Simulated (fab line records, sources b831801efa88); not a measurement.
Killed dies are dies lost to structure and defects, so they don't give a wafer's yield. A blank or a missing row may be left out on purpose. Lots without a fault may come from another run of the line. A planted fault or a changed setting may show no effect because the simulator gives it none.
fab line records | flow sky130
record lots=12 wafers=36 last_day=50
route steps=708 shown CAP2M@603 METAL5@662 PAD_OPEN@708
lots that met no fault: from a run of the same line without faults
start_h: hours from the record's first day to the start of the lot's first wafer shown | wait_h: hours since the lot's step before | " the same as in the row above | L1.1+2: a row that stands for several wafers | - no value, or no start given | * or withheld: withheld | < > ~ a bound
route shown NAME@n: a module of which the file shows steps, and the number in the route of the first | usual: mean/standard deviation of fault-free wafers | same: alike in all rows | chamber/n: place in a boat | sites: the reading at each site | _std_site: their standard deviation | _edge_site: outer sites' mean less inner sites' | radius_mm: how far each site lies from the wafer's centre | mask NAME#n: copy n | behind: the tool/chamber that last shaped the wafer | hold: why the lot was held/for how many hours/how that ended | device: the transistor (n, p or np) that didn't switch | end of line: the same wafers' tests at the end of the route | a step without rows: its recipe alone | killed: dies lost to structure and defects at the first sort, not the wafer's yield | map: a wafer's dies, x killed, . not, _ none there
set.NAME: the setting as run; set.NAME@STEP: as run at that earlier step | model.NAME: the simulator's own value behind a step, which no gauge read
steps of the route over a sample of lots; a table a step, a row a wafer
services: from which hour (start_h, from the record's first day; less than 0 if before it) a tool's chamber was out of use, for how many hours, and why
## steps
# step SKY_CAP2M_CVD_00
# recipe material=SiO2 target_thk_nm=15.5 temp_c=400 time_s=withheld rf_w=450
# usual heater_power_w=691/100
# columns lot.wafer tool chamber start_h wait_h heater_power_w
L952.1 pecvd-04 1 952.39 0.0 680
L952.2 " 0 " " 782
L952.3 " 2 " " 544
L953.2 pecvd-03 0 959.22 0.0 835
L953.3 " 2 " " 595
L953.4 " 1 " " 673
L954.1 pecvd-02 0 963.02 0.0 798
L954.4 " 2 " " 801
L954.5 " 1 " " 593
L955.1 pecvd-04 1 973.37 0.0 677
L955.2 " 2 " " 502
L955.3 " 1 " " 675
L956.2 pecvd-04 0 979.02 0.0 798
L956.5 " 0 " " 779
L956.6 " 1 " " 696
L957.3 pecvd-03 0 989.50 0.0 821
L957.4 " 2 " " 627
L957.6 " 1 " " 546
L958.2 pecvd-02 0 1002.99 0.0 781
L958.4 " 0 " " 788
L958.5 " 1 " " 598
L959.1 pecvd-03 0 1021.37 0.0 728
L959.2 " 1 " " 577
L959.4 " 0 " " 757
L965.3 pecvd-04 2 1044.93 0.0 589
L965.5 " 2 " " 594
L965.6 " 1 " " 732
L969.3 pecvd-04 1 1072.08 0.0 718
L969.4 " 0 " " 812
L969.5 " 2 " " 616
L971.1 pecvd-03 1 1079.26 0.0 571
L971.2 " 0 " " 783
L971.4 " 0 " " 807
L974.1 pecvd-03 2 1092.39 0.0 612
L974.4 " 2 " " 611
L974.5 " 0 " " 847
# step SKY_CAP2M_SPUTTER_02
# recipe material=TiN target_thk_nm=200 temp_c=300 power_w=6500 time_s=166.7 chamber_pressure_pa=0.4
# usual chamber_pressure_pa=0.4001/0.00083 throttle_valve_pct=30.1/0.77
# columns lot.wafer tool chamber start_h wait_h chamber_pressure_pa throttle_valve_pct
L952.1 pvd_sputter-03 - 952.47 0.1 0.3989 30.1
L952.2 " - " " 0.4002 29.0
L952.3 " - " " 0.3994 30.7
L953.2 pvd_sputter-03 - 959.30 0.0 0.4021 29.3
L953.3 " - " " 0.3998 30.8
L953.4 " - " " 0.4010 30.6
L954.1 pvd_sputter-03 - 963.10 0.1 0.3998 30.5
L954.4 " - " " 0.3976 30.6
L954.5 " - " " 0.4005 30.4
L955.1 pvd_sputter-04 - 973.46 0.1 0.4001 30.7
L955.2 " - " " 0.4013 30.1
L955.3 " - " " 0.3999 28.9
L956.2 pvd_sputter-04 - 979.11 0.0 0.4009 28.7
L956.5 " - " " 0.3994 29.7
L956.6 " - " " 0.4000 31.1
L957.3 pvd_sputter-04 - 989.58 0.0 0.3993 28.7
L957.4 " - " " 0.4007 30.5
L957.6 " - " " 0.3999 29.6
L958.2 pvd_sputter-04 - 1003.08 0.0 0.4000 29.0
L958.4 " - " " 0.3993 30.6
L958.5 " - " " 0.3995 30.5
L959.1 pvd_sputter-04 - 1021.45 0.1 0.4010 28.8
L959.2 " - " " 0.3996 31.0
L959.4 " - " " 0.3996 30.5
L965.3 pvd_sputter-03 - 1045.01 0.0 0.4008 30.3
L965.5 " - " " 0.4007 30.3
L965.6 " - " " 0.4006 30.5
L969.3 pvd_sputter-04 - 1072.16 0.0 0.4010 30.5
L969.4 " - " " 0.3997 30.9
L969.5 " - " " 0.3996 28.6
L971.1 pvd_sputter-04 - 1079.34 0.1 0.4000 28.8
L971.2 " - " " 0.4011 30.4
L971.4 " - " " 0.3998 29.0
L974.1 pvd_sputter-04 - 1092.52 0.1 0.4004 30.4
L974.4 " - " " 0.4012 30.8
L974.5 " - " " 0.3984 29.0
# step SKY_CAP2M_THK_MEAS_04
# recipe thk_meas_gauge=xrf reads=TiN_of_CAP2M_SPUTTER_02
# usual CAP2M_TIN_THK=199.6/2.9
# columns lot.wafer tool chamber start_h wait_h CAP2M_TIN_THK[nm]
L952.1 film_metro-04 - 952.70 0.1 199.0
L952.2 " - " " 199.7
L952.3 " - " " 198.4
L953.2 film_metro-03 - 959.54 0.1 201.0
L953.3 " - " " 197.8
L953.4 " - " " 199.6
L954.1 film_metro-02 - 963.33 0.1 204.3
L954.4 " - " " 201.0
L954.5 " - " " 202.0
L955.1 film_metro-04 - 973.69 0.1 198.7
L955.2 " - " " 200.8
L955.3 " - " " 197.3
L956.2 film_metro-02 - 979.35 0.1 198.4
L956.5 " - " " 200.6
L956.6 " - " " 197.7
L957.3 film_metro-02 - 989.83 0.1 200.3
L957.4 " - " " 200.6
L957.6 " - " " 203.0
L958.2 film_metro-04 - 1003.32 0.1 193.6
L958.4 " - " " 192.3
L958.5 " - " " 192.8
L959.1 film_metro-02 - 1021.68 0.1 199.8
L959.2 " - " " 200.4
L959.4 " - " " 197.8
L965.3 film_metro-02 - 1045.26 0.1 204.7
L965.5 " - " " 202.6
L965.6 " - " " 204.2
L969.3 film_metro-04 - 1072.41 0.1 201.4
L969.4 " - " " 199.6
L969.5 " - " " 203.4
L971.1 film_metro-03 - 1079.57 0.1 200.4
L971.2 " - " " 196.7
L971.4 " - " " 200.8
L974.1 film_metro-02 - 1092.75 0.1 198.7
L974.4 " - " " 198.8
L974.5 " - " " 200.0
# step SKY_METAL5_SPUTTER_01
# recipe material=TiN target_thk_nm=20 power_w=6500 time_s=16.7 chamber_pressure_pa=0.4
# usual chamber_pressure_pa=0.4000/0.00079 throttle_valve_pct=30.1/0.78
# columns lot.wafer tool chamber start_h wait_h chamber_pressure_pa throttle_valve_pct
L952.1 pvd_sputter-04 - 1027.64 0.0 0.4013 30.4
L952.2 " - " " 0.4003 30.2
L952.3 " - " " 0.3993 31.1
L953.2 pvd_sputter-02 - 1033.74 0.0 0.3987 30.2
L953.3 " - " " 0.4006 29.2
L953.4 " - " " 0.3992 31.6
L954.1 pvd_sputter-03 - 1038.37 0.0 0.4004 30.6
L954.4 " - " " 0.4020 30.0
L954.5 " - " " 0.3999 30.6
L955.1 pvd_sputter-03 - 1047.04 0.0 0.3992 30.5
L955.2 " - " " 0.4011 29.2
L955.3 " - " " 0.4008 30.8
L956.2 pvd_sputter-04 - 1052.49 0.0 0.3996 29.7
L956.5 " - " " 0.3997 29.4
L956.6 " - " " 0.4010 30.6
L957.3 pvd_sputter-02 - 1063.38 0.0 0.3996 29.5
L957.4 " - " " 0.4008 30.2
L957.6 " - " " 0.4009 29.7
L958.2 pvd_sputter-03 - 1075.34 0.0 0.3999 28.9
L958.4 " - " " 0.3988 30.1
L958.5 " - " " 0.4014 30.8
L959.1 pvd_sputter-03 - 1091.99 0.0 0.4010 30.6
L959.2 " - " " 0.3997 30.7
L959.4 " - " " 0.4002 30.6
L965.3 pvd_sputter-02 - 1113.14 0.0 0.4004 31.8
L965.5 " - " " 0.3986 30.4
L965.6 " - " " 0.4003 29.8
L969.3 pvd_sputter-03 - 1137.15 0.0 0.3995 30.6
L969.4 " - " " 0.4197 28.2
L969.5 " - " " 0.4214 28.5
L971.1 pvd_sputter-03 - 1143.61 0.0 0.3987 30.4
L971.2 " - " " 0.4207 28.3
L971.4 " - " " 0.4001 30.4
L974.1 pvd_sputter-04 - 1156.35 0.0 0.3998 29.0
L974.4 " - " " 0.3994 29.6
L974.5 " - " " 0.3997 31.0
# step SKY_PAD_OPEN_PROBE_99
# usual defect_limited_yield=82.3/2.2 killed_at_M0_to_M3=43/7.3 killed_at_M4_up=3.2/1.9 killed_at_contacts=25/5.4 killed_at_front_end=16/4.4 killed_at_other=0.4/0.66 killed_dies=87/11 killed_on_rim=17/4.2 killed_open=48/7.9 killed_short=39/6.5 sort_bin_3_pad_short=0.8/0.43 sort_bin_5_function=10.5/1.6 sort_bin_6_memory=6.4/1.2 sort_n_pass=405/11 sort_yield_pct=82.3/2.2
# same gross_dies=492 killed_at_back_side=0 sort_bin_4_leakage[%]=0 sort_bin_8_speed[%]=0
# columns lot.wafer tool chamber start_h wait_h defect_limited_yield[%] killed_at_M0_to_M3 killed_at_M4_up killed_at_contacts killed_at_front_end killed_at_other killed_dies killed_on_rim killed_open killed_short sort_bin_3_pad_short[%] sort_bin_5_function[%] sort_bin_6_memory[%] sort_n_pass sort_yield_pct[%]
L952.1 prober-01 - 1096.60 0.1 81.7 41 1 25 23 0 90 21 50 40 0.6 12.0 5.7 402 81.7
L952.2 prober-01 - 1096.65 0.1 80.9 55 6 20 13 0 94 16 46 48 1.0 12.4 5.7 398 80.9
L952.3 prober-01 - 1096.70 0.2 83.3 39 4 21 18 0 82 13 47 35 1.0 10.6 5.1 410 83.3
L953.2 prober-02 - 1102.83 0.1 82.3 37 4 26 20 0 87 20 54 33 1.2 9.3 7.1 405 82.3
L953.3 prober-02 - 1102.88 0.2 83.1 31 5 32 15 0 83 9 50 33 0.8 8.9 7.1 409 83.1
L953.4 prober-02 - 1102.93 0.2 85.8 31 5 15 18 1 70 17 30 40 0.4 9.3 4.5 422 85.8
L954.1 prober-02 - 1107.52 0.1 82.7 35 6 29 14 1 85 22 45 40 0.8 9.1 7.3 407 82.7
L954.4 prober-02 - 1107.67 0.2 81.3 46 2 27 17 0 92 16 55 37 1.4 12.4 4.9 400 81.3
L954.5 prober-02 - 1107.72 0.2 79.1 52 3 29 19 0 103 24 63 40 1.4 12.2 7.3 389 79.1
L955.1 prober-01 - 1115.62 0.1 81.3 49 1 26 16 0 92 19 54 38 0.6 11.8 6.3 400 81.3
L955.2 prober-01 - 1115.67 0.1 85.4 35 1 25 10 1 72 17 36 34 1.2 6.9 6.5 420 85.4
L955.3 prober-01 - 1115.72 0.2 81.7 45 3 21 21 0 90 17 47 42 0.8 10.8 6.7 402 81.7
L956.2 prober-02 - 1118.92 0.1 84.8 33 5 25 12 0 75 12 46 29 0.6 8.9 5.7 417 84.8
L956.5 prober-02 - 1119.07 0.2 79.5 41 2 39 19 0 101 20 59 42 1.8 12.2 6.5 391 79.5
L956.6 prober-02 - 1119.12 0.2 80.5 41 3 35 16 1 96 9 58 38 0.4 11.6 7.5 396 80.5
L957.3 prober-02 - 1129.76 0.2 78.3 55 3 33 16 0 107 32 61 46 1.8 12.4 7.5 385 78.3
L957.4 prober-02 - 1129.81 0.2 77.8 56 7 30 14 2 109 20 62 47 0.6 13.8 7.7 383 77.8
L957.6 prober-02 - 1129.91 0.2 82.3 48 2 29 8 0 87 13 52 35 1.2 11.2 5.3 405 82.3
L958.2 prober-01 - 1140.47 0.1 80.9 43 3 31 17 0 94 19 63 31 1.0 12.8 5.3 398 80.9
L958.4 prober-01 - 1140.57 0.2 78.7 56 6 28 15 0 105 18 56 49 1.2 12.4 7.7 387 78.7
L958.5 prober-01 - 1140.62 0.2 83.5 43 2 17 19 0 81 18 47 34 0 10.0 6.5 411 83.5
L959.1 prober-02 - 1155.27 0.1 82.3 47 4 18 18 0 87 15 53 31 0.4 10.4 6.9 405 82.3
L959.2 prober-02 - 1155.32 0.1 79.5 58 4 16 22 1 101 20 63 38 1.0 12.0 7.5 391 79.5
L959.4 prober-02 - 1155.42 0.2 84.8 43 4 11 17 0 75 14 33 40 1.6 8.7 4.9 417 84.8
L965.3 prober-02 - 1174.93 0.2 83.3 42 2 23 15 0 82 12 43 39 0.4 11.0 5.3 410 83.3
L965.5 prober-02 - 1175.03 0.2 79.5 46 2 36 16 1 101 26 57 44 0.6 12.2 7.7 391 79.5
L965.6 prober-02 - 1175.08 0.2 80.1 48 1 32 17 0 98 21 59 39 0.6 11.8 7.5 394 80.1
L969.3 prober-01 - 1195.65 0.2 81.7 45 4 25 15 1 90 17 55 35 1.6 11.2 5.5 402 81.7
L969.4 prober-01 - 1195.70 0.2 82.1 52 0 28 7 1 88 21 42 45 0.8 11.6 5.5 404 82.1
L969.5 prober-01 - 1195.75 0.2 85.0 39 5 17 12 1 74 16 38 36 0.4 10.2 4.5 418 85.0
L971.1 prober-02 - 1200.16 0.1 82.9 42 6 19 17 0 84 19 47 37 0.6 9.3 7.1 408 82.9
L971.2 prober-02 - 1200.21 0.1 86.6 32 2 16 14 2 66 10 39 27 0.8 7.9 4.7 426 86.6
L971.4 prober-02 - 1200.31 0.2 84.8 42 2 17 14 0 75 15 40 35 0.8 8.7 5.7 417 84.8
L974.1 prober-01 - 1209.79 0.1 81.9 50 2 20 15 2 89 15 46 43 0.8 10.6 6.7 403 81.9
L974.4 prober-01 - 1209.94 0.2 85.4 42 1 17 11 1 72 17 39 33 0.4 7.1 7.1 420 85.4
L974.5 prober-01 - 1209.99 0.2 79.7 57 1 29 13 0 100 27 48 52 0.8 11.6 7.9 392 79.7
# killed by level:class
L952.1 VIA1:geometric_particle:open=13 CONTACT:geometric_particle:open=9 LI_CONTACT:geometric_particle:open=8 VIA1:geometric_particle:short=7 FIELD_ISO:geometric_particle:short=6 POLY_GATE:geometric_particle:open=6 POLY_GATE:geometric_particle:short=6 VIA2:geometric_particle:open=6
L952.2 VIA1:geometric_particle:open=15 VIA3:geometric_particle:open=8 VIA3:geometric_particle:short=7 LI_CONTACT:geometric_particle:open=6 CONTACT:geometric_particle:open=6 METAL2:geometric_particle:short=6 METAL1:geometric_particle:short=5 METAL4:geometric_particle:short=5
L952.3 VIA1:geometric_particle:open=11 POLY_GATE:geometric_particle:open=7 LOCAL_INTERCONNECT:geometric_particle:short=7 CONTACT:geometric_particle:open=7 VIA3:geometric_particle:open=6 VIA1:geometric_particle:short=6 POLY_GATE:geometric_particle:short=4 LI_CONTACT:geometric_particle:open=4
L953.2 LI_CONTACT:geometric_particle:open=11 VIA2:geometric_particle:open=10 VIA1:geometric_particle:open=8 POLY_GATE:geometric_particle:open=6 CONTACT:geometric_particle:open=6 FIELD_ISO:geometric_particle:open=5 VIA3:geometric_particle:short=5 POLY_GATE:geometric_particle:short=4
L953.3 VIA2:geometric_particle:open=11 LI_CONTACT:geometric_particle:open=9 CONTACT:geometric_particle:open=7 LOCAL_INTERCONNECT:geometric_particle:short=6 CONTACT:geometric_particle:short=6 VIA1:geometric_particle:open=6 VIA3:geometric_particle:open=4 FIELD_ISO:geometric_particle:short=3
L953.4 POLY_GATE:geometric_particle:short=6 LOCAL_INTERCONNECT:geometric_particle:short=6 VIA1:geometric_particle:short=6 POLY_GATE:geometric_particle:open=5 METAL2:geometric_particle:short=5 VIA2:geometric_particle:open=5 METAL4:geometric_particle:short=4 LI_CONTACT:geometric_particle:open=3
L954.1 VIA1:geometric_particle:open=11 CONTACT:geometric_particle:open=11 FIELD_ISO:geometric_particle:open=6 VIA2:geometric_particle:open=5 LI_CONTACT:geometric_particle:open=5 CONTACT:geometric_particle:short=5 METAL3:geometric_particle:short=5 METAL4:geometric_particle:short=5
L954.4 VIA2:geometric_particle:open=12 CONTACT:geometric_particle:open=11 LI_CONTACT:geometric_particle:open=8 METAL2:geometric_particle:short=8 VIA1:geometric_particle:open=7 FIELD_ISO:geometric_particle:open=6 CONTACT:geometric_particle:short=6 METAL1:geometric_particle:short=6
L954.5 VIA1:geometric_particle:open=16 CONTACT:geometric_particle:open=13 LI_CONTACT:geometric_particle:open=9 VIA2:geometric_particle:open=7 METAL2:geometric_particle:short=6 FIELD_ISO:geometric_particle:short=5 VIA3:geometric_particle:short=5 VIA1:geometric_particle:short=5
L955.1 VIA1:geometric_particle:open=13 LI_CONTACT:geometric_particle:open=11 VIA1:geometric_particle:short=7 VIA3:geometric_particle:open=7 CONTACT:geometric_particle:open=6 FIELD_ISO:geometric_particle:short=5 METAL1:geometric_particle:short=5 METAL2:geometric_particle:open=5
L955.2 VIA1:geometric_particle:open=11 LI_CONTACT:geometric_particle:open=8 CONTACT:geometric_particle:short=6 VIA2:geometric_particle:open=6 LI_CONTACT:geometric_particle:short=4 POLY_GATE:geometric_particle:short=3 LOCAL_INTERCONNECT:geometric_particle:short=3 CONTACT:geometric_particle:open=3
L955.3 VIA1:geometric_particle:open=10 FIELD_ISO:geometric_particle:open=7 CONTACT:geometric_particle:open=7 VIA2:geometric_particle:open=6 VIA1:geometric_particle:short=6 FIELD_ISO:geometric_particle:short=5 LOCAL_INTERCONNECT:geometric_particle:short=5 VIA3:geometric_particle:open=5
L956.2 CONTACT:geometric_particle:open=12 VIA1:geometric_particle:open=7 VIA3:geometric_particle:open=6 LI_CONTACT:geometric_particle:short=5 METAL1:geometric_particle:short=5 VIA1:geometric_particle:short=5 FIELD_ISO:geometric_particle:short=4 LI_CONTACT:geometric_particle:open=4
L956.5 LI_CONTACT:geometric_particle:open=13 CONTACT:geometric_particle:open=9 VIA1:geometric_particle:open=9 FIELD_ISO:geometric_particle:open=8 VIA2:geometric_particle:open=8 CONTACT:geometric_particle:short=7 LOCAL_INTERCONNECT:geometric_particle:short=5 VIA1:geometric_particle:short=5
L956.6 LI_CONTACT:geometric_particle:open=15 VIA1:geometric_particle:open=9 VIA3:geometric_particle:open=8 CONTACT:geometric_particle:short=7 CONTACT:geometric_particle:open=7 METAL1:geometric_particle:short=6 FIELD_ISO:geometric_particle:open=5 POLY_GATE:geometric_particle:open=4
L957.3 CONTACT:geometric_particle:open=18 VIA1:geometric_particle:open=15 METAL1:geometric_particle:short=8 VIA2:geometric_particle:open=8 CONTACT:geometric_particle:short=7 VIA3:geometric_particle:open=6 METAL2:geometric_particle:short=6 FIELD_ISO:geometric_particle:short=5
L957.4 VIA1:geometric_particle:open=16 CONTACT:geometric_particle:open=13 VIA3:geometric_particle:open=7 METAL4:geometric_particle:short=7 FIELD_ISO:geometric_particle:open=6 LI_CONTACT:geometric_particle:open=6 METAL2:geometric_particle:short=6 LOCAL_INTERCONNECT:geometric_particle:short=5
L957.6 CONTACT:geometric_particle:open=10 LI_CONTACT:geometric_particle:open=9 VIA1:geometric_particle:open=9 VIA3:geometric_particle:open=8 VIA2:geometric_particle:open=6 LI_CONTACT:geometric_particle:short=5 METAL2:geometric_particle:short=5 VIA2:geometric_particle:short=5
L958.2 VIA1:geometric_particle:open=12 VIA2:geometric_particle:open=11 CONTACT:geometric_particle:open=9 VIA3:geometric_particle:open=8 LI_CONTACT:geometric_particle:open=7 LOCAL_INTERCONNECT:geometric_particle:short=6 FIELD_ISO:geometric_particle:short=5 CONTACT:geometric_particle:short=5
L958.4 VIA1:geometric_particle:open=14 CONTACT:geometric_particle:open=11 VIA1:geometric_particle:short=8 VIA3:geometric_particle:open=8 LI_CONTACT:geometric_particle:open=7 LOCAL_INTERCONNECT:geometric_particle:short=6 VIA2:geometric_particle:open=6 METAL4:geometric_particle:short=6
L958.5 VIA1:geometric_particle:open=14 CONTACT:geometric_particle:open=9 VIA2:geometric_particle:open=7 FIELD_ISO:geometric_particle:open=5 POLY_GATE:geometric_particle:open=5 FIELD_ISO:geometric_particle:short=4 POLY_GATE:geometric_particle:short=4 METAL1:geometric_particle:short=4
L959.1 VIA1:geometric_particle:open=12 VIA2:geometric_particle:open=9 CONTACT:geometric_particle:open=8 VIA3:geometric_particle:open=8 FIELD_ISO:geometric_particle:open=7 FIELD_ISO:geometric_particle:short=5 VIA1:geometric_particle:short=4 LI_CONTACT:geometric_particle:open=4
L959.2 VIA1:geometric_particle:open=17 VIA3:geometric_particle:open=9 POLY_GATE:geometric_particle:open=8 LI_CONTACT:geometric_particle:open=8 VIA1:geometric_particle:short=8 VIA2:geometric_particle:open=7 POLY_GATE:geometric_particle:short=6 FIELD_ISO:geometric_particle:short=4
L959.4 FIELD_ISO:geometric_particle:open=7 METAL1:geometric_particle:short=7 FIELD_ISO:geometric_particle:short=6 VIA1:geometric_particle:open=5 VIA2:geometric_particle:open=5 VIA3:geometric_particle:open=5 METAL4:geometric_particle:short=4 CONTACT:geometric_particle:short=4
L965.3 CONTACT:geometric_particle:open=11 VIA1:geometric_particle:open=8 POLY_GATE:geometric_particle:open=6 LOCAL_INTERCONNECT:geometric_particle:short=6 VIA1:geometric_particle:short=5 VIA2:geometric_particle:open=5 METAL2:geometric_particle:short=5 VIA3:geometric_particle:open=5
L965.5 CONTACT:geometric_particle:open=20 VIA1:geometric_particle:open=8 VIA3:geometric_particle:open=7 METAL2:geometric_particle:short=6 LI_CONTACT:geometric_particle:open=5 LOCAL_INTERCONNECT:geometric_particle:short=5 VIA3:geometric_particle:short=5 FIELD_ISO:geometric_particle:short=4
L965.6 VIA2:geometric_particle:open=12 CONTACT:geometric_particle:open=9 POLY_GATE:geometric_particle:open=9 LI_CONTACT:geometric_particle:open=9 METAL1:geometric_particle:short=9 VIA1:geometric_particle:open=6 VIA3:geometric_particle:short=5 FIELD_ISO:geometric_particle:open=4
L969.3 LI_CONTACT:geometric_particle:open=9 METAL1:geometric_particle:short=8 VIA3:geometric_particle:open=8 CONTACT:geometric_particle:open=6 VIA1:geometric_particle:open=6 VIA2:geometric_particle:open=6 FIELD_ISO:geometric_particle:open=5 LOCAL_INTERCONNECT:geometric_particle:open=5
L969.4 VIA1:geometric_particle:short=9 VIA2:geometric_particle:short=9 CONTACT:geometric_particle:open=8 LI_CONTACT:geometric_particle:open=7 VIA1:geometric_particle:open=7 VIA3:geometric_particle:open=7 VIA2:geometric_particle:open=6 LI_CONTACT:geometric_particle:short=5
L969.5 VIA1:geometric_particle:open=8 METAL1:geometric_particle:short=8 VIA2:geometric_particle:open=6 LOCAL_INTERCONNECT:geometric_particle:short=6 CONTACT:geometric_particle:open=6 POLY_GATE:geometric_particle:open=4 METAL3:geometric_particle:short=4 METAL4:geometric_particle:short=4
L971.1 CONTACT:geometric_particle:open=11 VIA3:geometric_particle:open=8 VIA1:geometric_particle:open=7 METAL1:geometric_particle:short=5 VIA2:geometric_particle:open=5 VIA3:geometric_particle:short=5 METAL4:geometric_particle:short=4 LI_CONTACT:geometric_particle:open=4
L971.2 VIA1:geometric_particle:open=8 LI_CONTACT:geometric_particle:open=6 VIA2:geometric_particle:open=6 CONTACT:geometric_particle:open=5 METAL1:geometric_particle:short=4 POLY_GATE:geometric_particle:open=3 POLY_GATE:geometric_particle:short=3 LOCAL_INTERCONNECT:geometric_particle:short=3
L971.4 VIA1:geometric_particle:open=11 METAL2:geometric_particle:short=6 VIA2:geometric_particle:open=6 LI_CONTACT:geometric_particle:open=5 VIA1:geometric_particle:short=5 POLY_GATE:geometric_particle:short=4 CONTACT:geometric_particle:open=4 FIELD_ISO:geometric_particle:short=3
L974.1 VIA1:geometric_particle:open=13 VIA2:geometric_particle:open=7 METAL2:geometric_particle:short=7 METAL1:geometric_particle:short=6 CONTACT:geometric_particle:open=6 VIA1:geometric_particle:short=6 CONTACT:geometric_particle:short=4 POLY_GATE:geometric_particle:open=4
L974.4 VIA1:geometric_particle:open=12 VIA3:geometric_particle:open=7 LI_CONTACT:geometric_particle:open=6 POLY_GATE:geometric_particle:short=4 LOCAL_INTERCONNECT:geometric_particle:short=4 METAL1:geometric_particle:short=4 VIA1:geometric_particle:short=4 VIA3:geometric_particle:short=4
L974.5 LI_CONTACT:geometric_particle:open=9 CONTACT:geometric_particle:open=8 VIA1:geometric_particle:short=8 VIA2:geometric_particle:open=8 VIA1:geometric_particle:open=7 VIA2:geometric_particle:short=7 FIELD_ISO:geometric_particle:open=6 METAL1:geometric_particle:short=6
## services
# columns tool chamber start_h hours kind
pecvd-04 - 936.70 6.0 pm
pecvd-04 1 943.23 5.5 scheduled_down
pvd_sputter-03 - 945.43 2.0 repair
pecvd-03 - 949.81 6.0 pm
pvd_sputter-04 - 952.73 1.8 repair
pecvd-04 0 959.18 16.5 scheduled_down
pecvd-04 2 977.47 2.1 scheduled_down
pecvd-02 2 992.01 16.5 scheduled_down
pecvd-02 1 1008.51 2.1 scheduled_down
pecvd-02 1 1010.64 - clean
pecvd-02 1 1010.64 - consumable_replace:showerhead
pecvd-03 1 1032.78 5.0 scheduled_down
pecvd-04 0 1044.66 5.0 scheduled_down
pecvd-04 - 1048.81 1.9 repair
pecvd-04 - 1053.03 0.6 repair
pvd_sputter-03 - 1059.53 7.7 repair
pecvd-02 2 1063.26 5.5 repair
pecvd-03 - 1063.69 0.7 repair
pvd_sputter-04 - 1080.32 1.3 repair
pecvd-03 - 1109.75 0.8 repair
pecvd-04 0 1123.65 5.7 repair
pecvd-03 1 1126.19 2.1 scheduled_down
pvd_sputter-03 - 1129.17 2.1 repair
pvd_sputter-04 - 1138.66 5.1 repair
## key
first_sign step=SKY_METAL5_SPUTTER_01 reading=chamber_pressure_pa direction=up sigmas=26 usual=0.4000 struck=0.4206
effect step=SKY_METAL5_SPUTTER_01 reading=throttle_valve_pct direction=down sigmas=2.3 usual=30.1 struck=28.3
met_at SKY_METAL5_SPUTTER_01
struck_lots L969,L971
struck_wafers L969.4,L969.5,L971.2
not_acting_at SKY_CAP2M_CVD_00,SKY_CAP2M_SPUTTER_02,SKY_CAP2M_THK_MEAS_04
onset_between 1075.34 1137.15
fault kind=process_parameter_drift tool=pvd_sputter-03 chamber=- onset_h=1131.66 steps=SKY_METAL5_SPUTTER_01 channel=chamber_pressure_pa offset=0.021265 shape=step end_h=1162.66 acts_in=these_recipes_only stated=0.4 scope=struck_wafers_only
